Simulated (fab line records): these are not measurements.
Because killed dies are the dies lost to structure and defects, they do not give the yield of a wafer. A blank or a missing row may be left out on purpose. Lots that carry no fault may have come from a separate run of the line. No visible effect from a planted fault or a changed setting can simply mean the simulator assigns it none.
fab line records | flow gf180mcu
[record] lots = 7 wafers = 21 last-day = 33
route steps=602 shown STI@18
lots that met no fault: taken from a fault-free run of the same line
start-h: the number of hours between the record's first day and the start of the first shown wafer of the lot | wait-h: time in hours since the lot's previous step | " unchanged from the row above | L1.1+2: a single row standing in for several wafers | - either no value or no given start | * or withheld: withheld | < > ~ a bound
route shown NAME@n: names a module that has steps shown in the file, with the first one's number in the route | usual: mean/standard deviation taken from wafers without a fault | same: alike in all rows | chamber/n: place in a boat | sites: readings site by site | _std_site: how widely they spread, as a standard deviation | _edge_site: inner sites' mean taken away from outer sites' mean | radius-mm: how far each site lies from the wafer's centre | mask NAME#n: copy n | behind: the tool/chamber that last shaped the wafer | hold: what put the lot on hold/how long, in hours/how the hold closed | device: whichever transistor did not switch (one of n, p or np) | end of line: tests run on the same wafers once the route is complete | step lacking rows: just its recipe | killed: at the first sort, the dies lost to defects and structure; wafer yield is something else | map: shows each die of a wafer: x if killed, . if not, _ if none is there
set.NAME: the setting as run; set.NAME@STEP: as run at that earlier step | model.NAME: the simulator's own value behind a step, which no gauge read
certain route steps with their lots: each step a table, each wafer a row
services: when a tool's chamber went out of use (start-h, in hours from the record's first day, below 0 if earlier), for how many hours, and the reason
[[steps]]
[step GF_STI_WET_ETCH_17]
[recipe] chemistry = H3PO4 target-depth-nm = 45 temp-c = 160 target = Si3N4 time-s = 514
[step GF_STI_CLEAN_18]
[recipe] chemistry = SC1/SC2 mix = 1:4:20 temp-c = 70 time-s = 150
[step GF_STI_CLEAN_19]
[recipe] chemistry = dHF time-s = 20 dilution = 100:1
[step GF_STI_WET_ETCH_20]
[recipe] chemistry = dHF dilution = 100:1 target-depth-nm = 20 temp-c = 25 dry = ipa-marangoni target = SiO2 time-s = 400
[step GF_STI_OXIDATION_21]
[recipe] temp-c = 1000 ambient = O2 stabilise-s = 600 purge-s = 300 target-thk-a = 150 ox-time-s = 458
[step GF_STI_THK_MEAS_22]
[recipe] reads = SiO2_of_STI_OXIDATION_21
[usual] STI_OXIDATION_01_THK = 14.8/0.38
// columns lot.wafer tool chamber start-h wait-h STI_OXIDATION_01_THK[nm]
L741.3 film-metro-02 - 49.17 0.0 15.0
L741.4 " - " " 15.0
L741.6 " - " " 14.9
L742.2 film-metro-02 - 54.29 0.0 14.5
L742.3 " - " " 14.6
L742.4 " - " " 14.7
L743.3 film-metro-04 - 59.45 0.0 14.2
L743.4 " - " " 14.0
L743.5 " - " " 13.7
L744.3 film-metro-04 - 65.15 0.0 15.3
L744.5 " - " " 15.0
L744.6 " - " " 14.8
L747.1 film-metro-02 - 81.06 0.0 14.9
L747.3 " - " " 14.8
L747.6 " - " " 14.9
L751.3 film-metro-03 - 99.91 0.0 14.7
L751.4 " - " " 14.9
L751.5 " - " " 15.0
L755.3 film-metro-04 - 121.49 0.0 15.4
L755.5 " - " " 15.1
L755.6 " - " " 15.2
[step GF_STI_CVD_23]
[recipe] material = SiO2 target-thk-nm = 650 sigma-open-frac = 0.3 time-s = 108.3 temp-c = 600 sih4-flow-sccm = 60 pressure-mtorr = 6
[step GF_STI_THK_MEAS_24]
[recipe] reads = SiO2_of_STI_CVD_23
[usual] STI_CVD_23_THK = 654/8.3
// columns lot.wafer tool chamber start-h wait-h STI_CVD_23_THK[nm]
L741.3 film-metro-02 - 49.31 0.1 653
L741.4 " - " " 660
L741.6 " - " " 650
L742.2 film-metro-04 - 54.42 0.0 658
L742.3 " - " " 652
L742.4 " - " " 643
L743.3 film-metro-04 - 59.59 0.1 659
L743.4 " - " " 656
L743.5 " - " " 671
L744.3 film-metro-03 - 65.28 0.1 661
L744.5 " - " " 655
L744.6 " - " " 674
L747.1 film-metro-03 - 81.20 0.0 641
L747.3 " - " " 655
L747.6 " - " " 662
L751.3 film-metro-02 - 100.05 0.1 654
L751.4 " - " " 661
L751.5 " - " " 659
L755.3 film-metro-04 - 121.63 0.1 665
L755.5 " - " " 656
L755.6 " - " " 648
[step GF_STI_CMP_25]
[recipe] stop-on = Si3N4 t-overpolish-s = 33 down-force-psi = 4 platen-rpm = 60 target-thk-nm = 524.6 pad-velocity-m-s = 0.94248
[usual] motor-current-A = 12.3/0.72 overpolish-run-s = 33.001/0.0091 slurry-filter-dp-kPa = 13.53/0.14 time-to-endpoint-s = 121/5.5
// columns lot.wafer tool chamber start-h wait-h motor-current-A overpolish-run-s slurry-filter-dp-kPa time-to-endpoint-s
L741.3 cmp-02 2 49.45 0.1 11.1 33.013 13.76 120
L741.4 " 3 " " 13.0 32.981 13.60 123
L741.6 " 1 " " 12.9 33.013 13.47 118
L742.2 cmp-01 1 54.52 0.1 12.5 33.009 13.45 129
L742.4 " 2 " " 13.5 32.996 13.52 118
L742.3 " 3 " " 12.8 32.988 13.51 131
L743.3 cmp-02 2 59.63 0.0 11.7 33.005 13.35 124
L743.4 " 3 " " 12.0 33.005 13.45 128
L743.5 " 3 " " 12.2 33.013 13.64 129
L744.3 cmp-01 2 65.69 0.4 13.1 32.985 13.72 119
L744.6 " 1 " " 12.8 32.989 13.53 130
L744.5 " 2 " " 12.9 32.995 13.59 118
L747.3 cmp-01 3 81.31 0.1 12.6 33.002 13.55 123
L747.1 " 0 " " 11.6 33.006 13.63 124
L747.6 " 3 " " 12.8 32.999 13.46 130
L751.4 cmp-02 0 100.19 0.1 11.5 32.995 13.46 113
L751.3 " 1 " " 11.9 32.990 13.66 123
L751.5 " 3 " " 12.2 33.013 13.42 128
L755.3 cmp-01 0 121.82 0.2 11.4 33.009 13.59 127
L755.6 " 1 " " 12.8 33.013 13.49 123
L755.5 " 2 " " 12.9 32.995 13.38 117
[step GF_STI_WET_ETCH_26]
[recipe] chemistry = dHF target-depth-nm = 94 target = SiO2 temp-c = 25 dilution = 10:1 time-s = 188
[step GF_STI_WET_ETCH_27]
[recipe] chemistry = H3PO4 target-depth-nm = 160 target = Si3N4 temp-c = 160 time-s = 1825
[step GF_STI_WET_ETCH_28]
[recipe] chemistry = dHF target-depth-nm = 20 dry = ipa-marangoni target = SiO2 temp-c = 25 dilution = 10:1 time-s = 40
[step GF_STI_OXIDATION_29]
[recipe] temp-c = 900 ambient = O2 stabilise-s = 600 purge-s = 300 target-thk-a = 100 ox-time-s = 1418
[usual] ox-temp-c = 900.1/0.39 ox-temp-c-max = 903.2/0.67 zone-power-top-pct = 32.7/0.4
// columns lot.wafer tool chamber start-h wait-h ox-temp-c ox-temp-c-max zone-power-top-pct
L741.3 furnace-02 0 50.66 0.4 900.2 904.5 32.8
L741.4 " 0 " " 899.9 903.4 32.3
L741.6 " 0 " " 900.0 902.9 32.9
L742.2 furnace-01 - 56.08 0.7 - - -
L742.3 " - " " - - -
L742.4 " - " " - - -
L743.3 furnace-01 - 62.61 2.1 - - -
L743.4 " - " " - - -
L743.5 " - " " - - -
L744.3 furnace-01 - 67.77 1.2 - - -
L744.5 " - " " - - -
L744.6 " - " " - - -
L747.1 furnace-01 0 82.31 0.2 900.3 903.2 32.7
L747.3 " 0 " " 900.3 903.1 32.6
L747.6 " 0 " " 900.4 902.8 32.6
L751.3 furnace-02 0 101.74 0.7 900.4 903.6 32.7
L751.4 " 0 " " 899.5 902.7 33.0
L751.5 " 0 " " 899.9 903.2 32.6
L755.3 furnace-02 0 123.03 0.4 900.6 905.4 32.7
L755.5 " 0 " " 900.0 904.3 32.7
L755.6 " 0 " " 899.7 903.7 32.3
[[services]]
// columns tool chamber start-h hours kind
cmp-01 - 32.07 0.5 repair
cmp-01 - 34.15 1.3 repair
furnace-01 - 38.39 3.0 pm
furnace-02 - 59.58 4.3 pm
cmp-02 - 64.09 4.0 pm
cmp-02 - 68.09 - consumable-replace:conditioner
cmp-02 - 68.09 - consumable-replace:pad
furnace-01 - 74.13 4.4 pm
cmp-01 - 76.37 4.3 repair
cmp-01 - 112.70 3.3 repair
[[key]]
[first-sign] step = GF_STI_OXIDATION_29 reading = tool-record direction = missing
effect none on later readings
met-at GF_STI_OXIDATION_29
struck-wafers L742.2,L742.3,L742.4,L743.3,L743.4,L743.5,L744.3,L744.5,L744.6
later-rows-left-out L742.2,L742.3,L742.4,L743.3,L743.4,L743.5,L744.3,L744.5,L744.6
sort-left-out L742.2,L742.3,L742.4,L743.3,L743.4,L743.5,L744.3,L744.5,L744.6
tester-left-out L742,L743,L744
[fault] kind = skipped-step-whole tool = furnace-01 chamber = - onset-h = 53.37 steps = GF_STI_OXIDATION_29 scope = struck-lots-only
// tester-left-out: of these lots the tester's yield and bins aren't shown, on N5 and GAA mostly nor the transistor test; their killed dies are dies lost to structure and defects alone, not to doping, threshold or leakage, so they don't give the yield
// sort-left-out: the simulated sort isn't trusted on such a fault, so these wafers' sort isn't shown, and their yield isn't known
// later-rows-left-out: the simulator's readings of these wafers behind a module that went badly wrong aren't trusted and aren't shown, but for the sort
